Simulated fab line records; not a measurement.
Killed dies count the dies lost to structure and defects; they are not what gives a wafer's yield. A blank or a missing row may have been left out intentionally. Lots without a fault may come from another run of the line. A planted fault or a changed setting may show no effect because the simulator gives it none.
Which tool is to blame? :: flow sky130 :: 11 lots, 33 wafers sampled, at 3 steps of a route of 708

== WHAT EACH GAUGE READ, for each wafer ==
SKY_RES_PROTECT_TW_MEAS_08.
lot: L110
measured: day 15 00:55
on: filmMetro-02
POLY_GATE_TW: 4067 4058 4069

lot: L112
measured: day 15 14:56
on: filmMetro-03
POLY_GATE_TW: 3991 4010 4039

lot: L113
measured: day 16 08:17
on: filmMetro-04
POLY_GATE_TW: 3986 4016 3990

lot: L118
measured: day 18 02:22
on: filmMetro-03
POLY_GATE_TW: 3633 3637 3637

lot: L120
measured: day 18 18:14
on: filmMetro-03
POLY_GATE_TW: 3641 3624 3649

lot: L127
measured: day 21 07:29
on: filmMetro-03
POLY_GATE_TW: 4005 3995 3989

lot: L128
measured: day 21 15:08
on: filmMetro-04
POLY_GATE_TW: 4001 4024 4013

lot: L130
measured: day 22 10:25
on: filmMetro-04
POLY_GATE_TW: 4021 4012 4030

lot: L131
measured: day 22 12:36
on: filmMetro-02
POLY_GATE_TW: 4039 4026 4057

lot: L132
measured: day 23 02:14
on: filmMetro-04
POLY_GATE_TW: 4024 4049 4051

lot: L133
measured: day 23 07:50
on: filmMetro-04
POLY_GATE_TW: 4033 4020 4054

== WHICH TOOL RAN EACH LOT (tool, then ch and the chambers of the sampled wafers, then the start) ==
lot: L110
SKY_POLY_GATE_IMPLANT_02: implanter-01 ch 0, day 15 00:40
SKY_RES_PROTECT_STRIP_07: plasmaAsher-02 ch 0,1, day 15 00:49

lot: L112
SKY_POLY_GATE_IMPLANT_02: implanter-02 ch 0, day 15 14:43
SKY_RES_PROTECT_STRIP_07: plasmaAsher-03 ch 0,1, day 15 14:51

lot: L113
SKY_POLY_GATE_IMPLANT_02: implanter-01 ch 0, day 16 08:03
SKY_RES_PROTECT_STRIP_07: plasmaAsher-02 ch 1, day 16 08:11

lot: L118
SKY_POLY_GATE_IMPLANT_02: implanter-02 ch 0, day 18 02:07
SKY_RES_PROTECT_STRIP_07: plasmaAsher-02 ch 0,1, day 18 02:16

lot: L120
SKY_POLY_GATE_IMPLANT_02: implanter-02 ch 0, day 18 17:59
SKY_RES_PROTECT_STRIP_07: plasmaAsher-02 ch 0,1, day 18 18:07

lot: L127
SKY_POLY_GATE_IMPLANT_02: implanter-02 ch 0, day 21 07:16
SKY_RES_PROTECT_STRIP_07: plasmaAsher-03 ch 0,1, day 21 07:24

lot: L128
SKY_POLY_GATE_IMPLANT_02: implanter-02 ch 0, day 21 14:53
SKY_RES_PROTECT_STRIP_07: plasmaAsher-04 ch 0,1, day 21 15:01

lot: L130
SKY_POLY_GATE_IMPLANT_02: implanter-03 ch 0, day 22 10:10
SKY_RES_PROTECT_STRIP_07: plasmaAsher-04 ch 0,1, day 22 10:19

lot: L131
SKY_POLY_GATE_IMPLANT_02: implanter-02 ch 0, day 22 12:23
SKY_RES_PROTECT_STRIP_07: plasmaAsher-02 ch 0,1, day 22 12:31

lot: L132
SKY_POLY_GATE_IMPLANT_02: implanter-02 ch 0, day 23 01:59
SKY_RES_PROTECT_STRIP_07: plasmaAsher-03 ch 0,1, day 23 02:07

lot: L133
SKY_POLY_GATE_IMPLANT_02: implanter-02 ch 0, day 23 07:35
SKY_RES_PROTECT_STRIP_07: plasmaAsher-03 ch 0,1, day 23 07:44
- SKY_POLY_GATE_IMPLANT_02
- SKY_RES_PROTECT_STRIP_07: strips in O2/N2.

== THE ANSWER, worked out from the rows above alone ==
Rule: the lots themselves supply what counts as usual. The widest of any qualifying gaps counts: lots, ordered by their means at a reading, are off when they make up no more than a third of the lots, leave a main group of 4 or more, and stand apart from it by 3 or more times the standard deviation of that group's means. A main group whose means are all the same, to the digits that the tables above print for the reading, isn't used. A lot without any number at a reading at which 4 lots or more have one is off too. All remaining lots with rows at the step are treated as sound.
Off: L118, L120, at SKY_RES_PROTECT_TW_MEAS_08 (POLY_GATE_TW). Mean 4025 and standard deviation 21 in the main group.
A tool fits if, at a process step before that reading, it ran every lot that is off, and no sound lot after the first of them. Those tools and the gauges at SKY_RES_PROTECT_TW_MEAS_08 are tried in the same way. No candidate that was tried fits.

== WHAT THE SIMULATOR HAD PUT IN ==
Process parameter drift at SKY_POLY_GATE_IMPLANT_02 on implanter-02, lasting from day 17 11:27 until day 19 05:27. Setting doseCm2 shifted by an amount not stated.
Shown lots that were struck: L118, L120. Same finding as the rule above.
